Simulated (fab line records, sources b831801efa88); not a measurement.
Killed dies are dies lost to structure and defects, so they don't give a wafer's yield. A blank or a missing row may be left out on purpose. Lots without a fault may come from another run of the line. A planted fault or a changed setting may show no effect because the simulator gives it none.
Which tool did it? | flow gf180mcu | 14 lots, 42 wafers sampled, at 4 steps of a route of 602

WHAT THE GAUGES READ, wafer by wafer
GF_MVPSD_OVL_MEAS_07. Usual: MVPSD_OVL -0.2 nm, standard deviation 1.5.
lot  | measured     | on         | MVPSD_OVL (nm) | flag
L313 | day 4 23:48  | overlay-02 | 1.9 1.1 0.2    |
L314 | day 5 06:01  | overlay-02 | 1.0 1.0 0.2    |
L315 | day 5 12:22  | overlay-02 | -1.6 0.1 0.5   |
L316 | day 5 19:03  | overlay-02 | 1.9 1.7 1.0    |
L317 | day 5 23:25  | overlay-01 | -1.4 -1.7 -1.1 |
L318 | day 6 07:51  | overlay-01 | 0.8 -0.7 -0.7  |
L323 | day 7 12:29  | overlay-01 | 0.1 0.5 -1.0   |
L324 | day 7 19:51  | overlay-01 | 0.9 -2.2 -0.6  |
L327 | day 8 12:39  | overlay-01 | -2.7 -1.2 -1.6 |
L328 | day 8 18:37  | overlay-02 | 0.3 -0.2 1.0   |
L333 | day 9 22:37  | overlay-01 | 1.2 -0.9 -0.7  |
L334 | day 10 11:14 | overlay-01 | 0.1 -0.5 -0.1  |
L335 | day 10 12:57 | overlay-02 | -2.2 -2.1 -2.3 |
L336 | day 10 19:37 | overlay-01 | 0.5 0.8 -0.7   |

GF_V1_OVL_MEAS_15. Usual: V1_OVL -3 nm, standard deviation 5.3.
lot  | measured     | on         | V1_OVL (nm) | flag
L313 | day 18 00:34 | overlay-02 | -1 -1 -6    |
L314 | day 18 05:49 | overlay-02 | -1 -6 -5    |
L315 | day 18 21:01 | overlay-01 | -7 -10 -2   |
L316 | day 19 09:04 | overlay-02 | 1 3 -4      |
L317 | day 19 20:19 | overlay-01 | 3 2 -1      |
L318 | day 20 03:08 | overlay-02 | -1 -4 -6    |
L323 | day 22 03:34 | overlay-01 | -7 0 -2     |
L324 | day 22 08:55 | overlay-02 | -2 -1 1     |
L327 | day 23 07:43 | overlay-02 | 2 -6 -10    |
L328 | day 23 17:13 | overlay-01 | 4 -8 -4     |
L333 | day 25 05:07 | overlay-01 | 2 12 2      |
L334 | day 25 15:25 | overlay-01 | 3 3 0       |
L335 | day 25 22:10 | overlay-02 | -2 8 4      |
L336 | day 26 01:46 | overlay-02 | -19 -7 -8   |

WHICH TOOL RAN EACH LOT (tool, then ch and the chambers of the sampled wafers, then the start)
lot  | GF_STI_ETCH_14                  | GF_STI_STRIP_15
L313 | rie_si-02 ch 0,1,3, day 2 01:45 | plasma_asher-03 ch 0,1, day 2 01:49
L314 | rie_si-02 ch 0,1,2, day 2 06:35 | plasma_asher-04 ch 0,1, day 2 06:40
L315 | rie_si-01 ch 0,2,3, day 2 11:36 | plasma_asher-02 ch 0,1, day 2 11:40
L316 | rie_si-01 ch 1,2, day 2 17:12   | plasma_asher-03 ch 0,1, day 2 17:16
L317 | rie_si-01 ch 0,2,3, day 2 22:03 | plasma_asher-04 ch 0,1, day 2 22:07
L318 | rie_si-01 ch 0,3, day 3 03:02   | plasma_asher-04 ch 0,1, day 3 03:07
L323 | rie_si-01 ch 1,2,3, day 4 07:22 | plasma_asher-02 ch 0,1, day 4 07:26
L324 | rie_si-01 ch 2,3, day 4 10:29   | plasma_asher-04 ch 0,1, day 4 10:34
L327 | rie_si-02 ch 0,3, day 5 01:38   | plasma_asher-03 ch 0,1, day 5 01:43
L328 | rie_si-02 ch 0,3, day 5 07:19   | plasma_asher-03 ch 0,1, day 5 07:23
L333 | rie_si-02 ch 1,2,3, day 6 08:25 | plasma_asher-02 ch 0,1, day 6 08:31
L334 | rie_si-02 ch 0,3, day 6 13:19   | plasma_asher-03 ch 0,1, day 6 13:23
L335 | rie_si-01 ch 1,2, day 6 19:04   | plasma_asher-03 ch 0,1, day 6 19:08
L336 | rie_si-01 ch 1,2,3, day 7 01:04 | plasma_asher-02 ch 0,1, day 7 01:08
- GF_STI_ETCH_14: etches Si in HBr/Cl2/O2, target depth 360 nm, time 102.9 s.
- GF_STI_STRIP_15: strips in O2/N2.

WHAT THE TOOLS THEMSELVES READ (means of the sampled wafers that have a number; where no wafer has one, the mark that the record gives instead)
GF_STI_ETCH_14. Usual: drypump_motor_current_A 5.6 A, standard deviation 0.51; oes_product_au 0.996 a.u., standard deviation 0.0079; run_length_s 131.2 s, standard deviation 0.37; throttle_valve_pct 25.658 %, standard deviation 0.0094.
lot  | tool      | drypump_motor_current_A (A) | oes_product_au (a.u.) | run_length_s (s) | throttle_valve_pct (%) | flag
L313 | rie_si-02 | 5.8                         | 0.987                 | 131.5            | 25.659                 |
L314 | rie_si-02 | 5.9                         | 0.993                 | 131.0            | 25.660                 |
L315 | rie_si-01 | 5.3                         | 1.003                 | 131.3            | 25.668                 |
L316 | rie_si-01 | 5.1                         | 0.993                 | 131.0            | 25.660                 |
L317 | rie_si-01 | 5.3                         | 1.002                 | 131.2            | 25.644                 |
L318 | rie_si-01 | 5.4                         | 1.003                 | 131.0            | 25.652                 |
L323 | rie_si-01 | 5.3                         | 1.001                 | 122.3            | 25.651                 | OFF
L324 | rie_si-01 | 5.4                         | 1.008                 | 113.8            | 25.648                 | OFF
L327 | rie_si-02 | 6.0                         | 0.991                 | 131.1            | 25.656                 |
L328 | rie_si-02 | 6.0                         | 0.993                 | 131.2            | 25.650                 |
L333 | rie_si-02 | 5.9                         | 0.995                 | 131.1            | 25.662                 |
L334 | rie_si-02 | 6.1                         | 0.989                 | 131.0            | 25.659                 |
L335 | rie_si-01 | 5.1                         | 0.994                 | 130.9            | 25.660                 |
L336 | rie_si-01 | 5.2                         | 1.005                 | 131.2            | 25.650                 |

GF_STI_STRIP_15. Usual: drypump_motor_current_A 6.24 A, standard deviation 0.22; heater_power_w 345 W, standard deviation 31; oes_product_au 0.385 a.u., standard deviation 0.0044; strip_time_to_endpoint_s 3.76 s, standard deviation 0.036.
lot  | tool            | drypump_motor_current_A (A) | heater_power_w (W) | oes_product_au (a.u.) | strip_time_to_endpoint_s (s) | flag
L313 | plasma_asher-03 | 6.14                        | 307                | 0.380                 | 3.78                         |
L314 | plasma_asher-04 | 6.28                        | 368                | 0.383                 | 3.74                         |
L315 | plasma_asher-02 | 6.26                        | 337                | 0.388                 | 3.74                         |
L316 | plasma_asher-03 | 6.16                        | 310                | 0.384                 | 3.75                         |
L317 | plasma_asher-04 | 6.31                        | 376                | 0.388                 | 3.79                         |
L318 | plasma_asher-04 | 6.27                        | 363                | 0.383                 | 3.78                         |
L323 | plasma_asher-02 | 6.27                        | 335                | 0.389                 | 3.83                         |
L324 | plasma_asher-04 | 6.24                        | 373                | 0.398                 | 3.98                         | OFF
L327 | plasma_asher-03 | 6.15                        | 311                | 0.385                 | 3.81                         |
L328 | plasma_asher-03 | 6.03                        | 320                | 0.384                 | 3.77                         |
L333 | plasma_asher-02 | 6.26                        | 341                | 0.382                 | 3.73                         |
L334 | plasma_asher-03 | 6.04                        | 349                | 0.384                 | 3.72                         |
L335 | plasma_asher-03 | 6.13                        | 320                | 0.386                 | 3.78                         |
L336 | plasma_asher-02 | 6.46                        | 360                | 0.384                 | 3.75                         |

THE ANSWER, worked out from the rows above alone
Rule: a lot is off if the mean of its wafers that have a number lies more than 3 standard deviations from the usual mean. A lot without any number at a reading at which 4 lots or more have one is off too. The other lots that the step has rows for count as sound. The gauges are gone through in route order, then the tools' own readings, and for those a lot's mean is taken as printed above. The first step at which some lot is off is used, and at that step the reading that is off furthest; a lot without a number counts as furthest.
Off: L323, L324, at GF_STI_ETCH_14 (run_length_s).
A tool fits if, at that step or a process step before it, it ran every lot that is off, and no sound lot after the first of them. None of those tried fits.

WHAT THE SIMULATOR HAD PUT IN
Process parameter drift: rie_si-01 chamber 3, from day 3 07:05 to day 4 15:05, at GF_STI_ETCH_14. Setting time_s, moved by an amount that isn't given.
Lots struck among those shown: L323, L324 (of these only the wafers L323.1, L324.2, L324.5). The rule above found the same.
